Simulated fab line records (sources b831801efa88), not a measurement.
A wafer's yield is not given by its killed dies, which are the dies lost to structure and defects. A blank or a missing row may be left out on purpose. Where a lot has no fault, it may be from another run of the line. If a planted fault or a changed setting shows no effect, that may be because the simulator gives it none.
8D (eight disciplines) problem report, filled in by code || flow sky130 || the parts of the form that need people (team, actions taken, sign-off) are left out

## 1. WHAT IS WRONG
Wafers free of any fault read -0.1 nm (standard deviation 1.3) for NWELL_00_OVL at SKY_NWELL_OVL_MEAS_10, against a mean of -113.2 nm on 12 wafers of 4 lots. That is -87 standard deviations from the usual mean.
First seen on wafer L186.1, day 6 00:17, on overlay-01. At this step, 36 wafers from 12 lots have a number in the record. Rule for "out", or "out of limits": more than 4 standard deviations from the usual mean. The rest of the wafers with a number are treated as sound.

## 2. WHAT IT IS, WHAT IT ISN'T
{"question": "which readings at this step", "is": "NWELL_00_OVL", "is not": "-"}
{"question": "which lots", "is": "L186, L187, L189, L190", "is not": "L180, L181, L184, L185, L188, L196, L198, L199"}
{"question": "which wafers of those lots", "is": "all that have a number", "is not": "-"}
{"question": "read on which gauges", "is": "overlay-01, overlay-02", "is not": "-"}
{"question": "when", "is": "from day 6 00:17", "is not": "up to then (12 sound wafers); but 12 sound wafers of L188, L196, L198, L199 came after"}

## 3. SUSPECTS, AND WHAT RULES EACH OUT
Counting: a tool at a process step up to the reading stays a suspect if it ran every lot that is out and no sound lot after the first of them.
- the gauge at SKY_NWELL_OVL_MEAS_10: ruled out. Those wafers that are out were read across 2 gauges (overlay-01, overlay-02).
- ilineStepper-01 at SKY_NWELL_EXPOSE_07 (exposes mask NWM, target cd 840 nm): kept. All lots that are out passed through it, beginning with L186 at day 5 16:44, and no sound lot followed; its final sound lot before that point was L185 at day 5 08:46.
After counting, what remains is ilineStepper-01 at SKY_NWELL_EXPOSE_07.

## 4. THE CAUSE (what the simulator had put in)
Scanner matching overlay: ilineStepper-01, from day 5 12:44 on, at SKY_NWELL_EXPOSE_07. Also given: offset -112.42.
Counting left only this tool.

## 5. SEQUENCE OF EFFECTS, ordered by route
Each row: a reading whose mean over the struck wafers that have a number lies more than 3 standard deviations from the usual. Scope: only readings with a usual standard deviation given in the record; hours: median across lots of the time from each lot's start at the first step in this table that gives one to its start at this step; sigmas: change in usual standard deviations.
{"hours": 0, "step": "SKY_NWELL_OVL_MEAS_10", "reading": "NWELL_00_OVL", "usual": "-0.1 nm", "on struck wafers": -113.2, "change": -113.1, "sigmas": -87}
At these later measuring or inspecting steps, every struck wafer for which the step has a row has a number for every such reading, and none has moved that far: SKY_VT_ADJUST_HVTP_TW_MEAS_11.

## 6. WHAT WOULD HAVE CAUGHT IT SOONER
In this record the first reading out of limits at a measuring or inspecting step was taken at day 6 00:17, 12 hours after the fault began at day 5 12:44.
Lots out: 4; of these, L189, L190 started SKY_NWELL_EXPOSE_07 on ilineStepper-01 after day 6 00:17. A hold on the tool at that time would have spared those 2.
